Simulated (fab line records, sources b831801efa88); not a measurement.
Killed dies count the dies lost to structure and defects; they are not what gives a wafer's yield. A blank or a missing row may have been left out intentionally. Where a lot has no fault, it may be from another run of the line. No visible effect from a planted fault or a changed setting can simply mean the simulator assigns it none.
Which tool was responsible?	flow sky130	11 lots, 33 wafers sampled, at 8 steps of a route of 708

## WHAT THE GAUGES READ, wafer by wafer
SKY_SONOS_TUNNEL_TW_MEAS_12. Usual: for SONOS_TUNNEL_TW the level is 195.7 and the standard deviation is 2.7.
lot	measured	on	SONOS_TUNNEL_TW	flag
L366	day 11 11:04	filmMetro-01	192.7 194.1 192.8	
L368	day 12 06:10	filmMetro-01	194.2 193.9 193.4	
L367	day 12 07:17	filmMetro-04	195.4 197.2 196.1	
L370	day 12 21:18	filmMetro-02	201.5 200.8 201.8	
L373	day 13 18:53	filmMetro-01	193.5 194.2 193.9	
L375	day 14 09:55	filmMetro-04	195.5 194.5 193.4	
L380	day 16 03:22	filmMetro-01	194.0 192.7 193.1	
L381	day 16 11:17	filmMetro-02	199.7 199.9 199.5	
L382	day 16 20:47	filmMetro-02	198.9 199.1 198.4	
L387	day 18 14:29	filmMetro-01	193.8 194.3 194.4	
L389	day 18 21:40	filmMetro-01	193.9 193.3 194.4	

SKY_SONOS_ONO_OVL_MEAS_14. Usual: for SONOS_ONO_OVL the level is -1.0 nm and the standard deviation is 1.3.
lot	measured	on	SONOS_ONO_OVL (nm)	flag
L366	day 12 17:04	overlay-02	-3.2 -2.4 -4.0	
L368	day 13 14:26	overlay-01	1.2 1.2 -0.1	
L367	day 13 14:08	overlay-02	-2.7 -2.4 -1.5	
L370	day 14 04:02	overlay-01	-1.6 -2.0 -0.8	
L373	day 15 01:57	overlay-02	-3.5 -1.5 -1.5	
L375	day 15 18:52	overlay-02	-1.6 0.1 0.2	
L380	day 17 16:10	overlay-01	-0.9 -1.8 0.0	
L381	day 18 05:08	overlay-02	-0.4 -0.5 0.1	
L382	day 18 14:30	overlay-01	0.9 -1.1 1.2	
L387	day 21 23:05	overlay-02	-2.8 -3.0 -1.8	
L389	day 21 22:51	overlay-01	-0.5 -0.7 1.6	

SKY_LDD_N_OVL_MEAS_07. Usual: for LDD_N_OVL the level is 1.2 nm and the standard deviation is 1.3.
lot	measured	on	LDD_N_OVL (nm)	flag
L366	day 17 21:36	overlay-01	4.3 3.6 0.9	
L368	day 19 01:50	overlay-02	1.8 3.7 2.2	
L367	day 19 02:08	overlay-01	-0.8 -0.1 1.4	
L370	day 19 11:23	overlay-02	1.9 2.8 1.6	
L373	day 20 11:54	overlay-02	1.6 0.8 2.0	
L375	day 21 02:55	overlay-01	1.0 0.4 1.8	
L380	day 23 10:11	overlay-02	-0.7 1.7 0.7	
L381	day 23 20:14	overlay-01	5.2 2.0 3.2	
L382	day 24 01:24	overlay-01	-0.2 -0.3 0.4	
L387	day 27 10:26	overlay-02	0.0 0.1 1.3	
L389	day 27 07:40	overlay-02	0.7 1.1 -0.4	

SKY_LDD_HVP_TW_MEAS_10. Usual: for LDD_HVP_TW the level is 455 and the standard deviation is 5.3.
lot	measured	on	LDD_HVP_TW	flag
L366	day 21 17:23	filmMetro-01	449 449 449	
L368	day 22 23:17	filmMetro-02	464 461 465	
L367	day 22 23:50	filmMetro-01	449 452 453	
L370	day 23 07:22	filmMetro-02	462 462 459	
L373	day 24 09:17	filmMetro-04	862 860 861	OFF
L375	day 25 00:53	filmMetro-02	865 863 865	OFF
L380	day 27 04:52	filmMetro-04	452 453 453	
L381	day 27 15:04	filmMetro-02	460 461 460	
L382	day 27 19:52	filmMetro-02	459 462 461	
L387	day 31 00:26	filmMetro-01	449 449 447	
L389	day 30 21:22	filmMetro-02	459 459 458	

SKY_LDD_LDN_TW_MEAS_13. Usual: for LDD_LDN_TW the level is 1460 and the standard deviation is 5.6.
lot	measured	on	LDD_LDN_TW	flag
L366	day 23 01:11	filmMetro-01	1454 1461 1459	
L368	day 24 06:46	filmMetro-03	1461 1449 1464	
L367	day 24 06:56	filmMetro-01	1464 1456 1466	
L370	day 24 13:49	filmMetro-01	1470 1460 1459	
L373	day 25 15:41	filmMetro-04	1544 1536 1540	OFF
L375	day 26 07:44	filmMetro-04	1538 1539 1541	OFF
L380	day 28 10:28	filmMetro-01	1462 1458 1459	
L381	day 28 20:33	filmMetro-01	1456 1461 1459	
L382	day 29 00:44	filmMetro-04	1456 1463 1465	
L387	day 32 04:19	filmMetro-03	1466 1456 1462	
L389	day 32 01:31	filmMetro-04	1450 1462 1453	

SKY_RES_XHIGH_TW_MEAS_09. Usual: for RES_XHIGH_TW the level is 1633 and the standard deviation is 20.
lot	measured	on	RES_XHIGH_TW	flag
L366	day 26 21:47	filmMetro-02	1667 1665 1680	
L368	day 28 00:23	filmMetro-02	1654 1654 1673	
L367	day 28 01:51	filmMetro-03	1611 1611 1621	
L370	day 28 08:08	filmMetro-03	1620 1611 1611	
L373	day 29 11:03	filmMetro-03	1700 1692 1694	OFF
L375	day 30 00:12	filmMetro-03	1691 1690 1684	
L380	day 32 00:38	filmMetro-02	1661 1667 1667	
L381	day 32 10:37	filmMetro-03	1625 1628 1609	
L382	day 32 12:26	filmMetro-03	1619 1623 1628	
L387	day 35 14:54	filmMetro-03	1617 1615 1613	
L389	day 35 11:59	filmMetro-03	1611 1619 1618	

## EACH LOT AND THE TOOL THAT RAN IT (in order: tool; ch and the chambers of the sampled wafers; start)
lot	SKY_LDD_HVN_COAT_02	SKY_LDD_HVN_STRIP_09
L366	lithoTrack-02 ch 0, day 19 19:29	plasmaAsher-04 ch 0,1, day 20 10:58
L368	lithoTrack-04 ch 0, day 21 00:04	plasmaAsher-04 ch 1, day 21 16:07
L367	lithoTrack-03 ch 0, day 21 00:17	plasmaAsher-03 ch 0,1, day 21 16:22
L370	lithoTrack-04 ch 0, day 21 09:34	plasmaAsher-04 ch 0,1, day 22 01:04
L373	lithoTrack-04 ch 0, day 22 10:11	plasmaAsher-03 ch 0,1, day 23 02:52
L375	lithoTrack-04 ch 0, day 23 03:19	plasmaAsher-04 ch 0,1, day 23 18:31
L380	lithoTrack-03 ch 0, day 25 07:20	plasmaAsher-02 ch 0,1, day 25 23:06
L381	lithoTrack-02 ch 0, day 25 19:02	plasmaAsher-04 ch 0,1, day 26 09:54
L382	lithoTrack-04 ch 0, day 26 00:02	plasmaAsher-03 ch 0,1, day 26 14:43
L387	lithoTrack-03 ch 0, day 29 05:53	plasmaAsher-04 ch 0,1, day 29 20:06
L389	lithoTrack-03 ch 0, day 29 02:52	plasmaAsher-04 ch 0,1, day 29 17:03
- SKY_LDD_HVN_COAT_02: resist thk 300 nm.
- SKY_LDD_HVN_STRIP_09: strips in O2/N2.

## WHAT THE TOOLS THEMSELVES READ (means of the sampled wafers that have a number; where no wafer has one, the mark that the record gives instead)
SKY_LDD_HVN_STRIP_09. Usual: drypumpMotorCurrentA 6.0 A, standard deviation 0.42; n2FlowSccm 299.8 sccm, standard deviation 1; oesProductAu 0.408 a.u., standard deviation 0.0044; stripTimeToEndpointS 4.138 s, standard deviation 0.014.
lot	tool	drypumpMotorCurrentA (A)	n2FlowSccm (sccm)	oesProductAu (a.u.)	stripTimeToEndpointS (s)	flag
L366	plasmaAsher-04	6.0	298.2	0.408	4.134	
L368	plasmaAsher-04	5.8	299.3	0.412	4.123	
L367	plasmaAsher-03	6.2	300.8	0.404	4.137	
L370	plasmaAsher-04	6.2	298.9	0.407	4.122	
L373	plasmaAsher-03	6.2	300.2	0.307	1.597	OFF
L375	plasmaAsher-04	6.2	299.1	0.307	1.603	OFF
L380	plasmaAsher-02	6.1	300.3	0.408	4.143	
L381	plasmaAsher-04	6.2	300.7	0.404	4.151	
L382	plasmaAsher-03	6.2	299.2	0.412	4.138	
L387	plasmaAsher-04	6.2	300.2	0.407	4.128	
L389	plasmaAsher-04	6.2	299.1	0.406	4.135	

## THE ANSWER, worked out from the rows above alone
Rule: a lot counts as off when the mean over its wafers that have a number is more than 3 standard deviations away from the usual mean. A lot without any number at a reading at which 4 lots or more have one is off too. Where the step has rows for the other lots, those lots are counted as sound. First the gauges in route order, then the tools' own readings, where a lot's mean is used as printed above. The first step at which some lot is off is used, and at that step the reading that is off furthest; a lot without a number counts as furthest.
Off: at SKY_LDD_HVP_TW_MEAS_10 (LDD_HVP_TW), L373, L375.
A tool fits if, at a process step before that reading, it ran every lot that is off, and no sound lot after the first of them. Not tried: the gauges at SKY_LDD_HVP_TW_MEAS_10; whatever is off there is also off at SKY_LDD_HVN_STRIP_09, on other tools, and gauge error can't account for it. No candidate that was tried fits.

## WHAT THE SIMULATOR HAD PUT IN
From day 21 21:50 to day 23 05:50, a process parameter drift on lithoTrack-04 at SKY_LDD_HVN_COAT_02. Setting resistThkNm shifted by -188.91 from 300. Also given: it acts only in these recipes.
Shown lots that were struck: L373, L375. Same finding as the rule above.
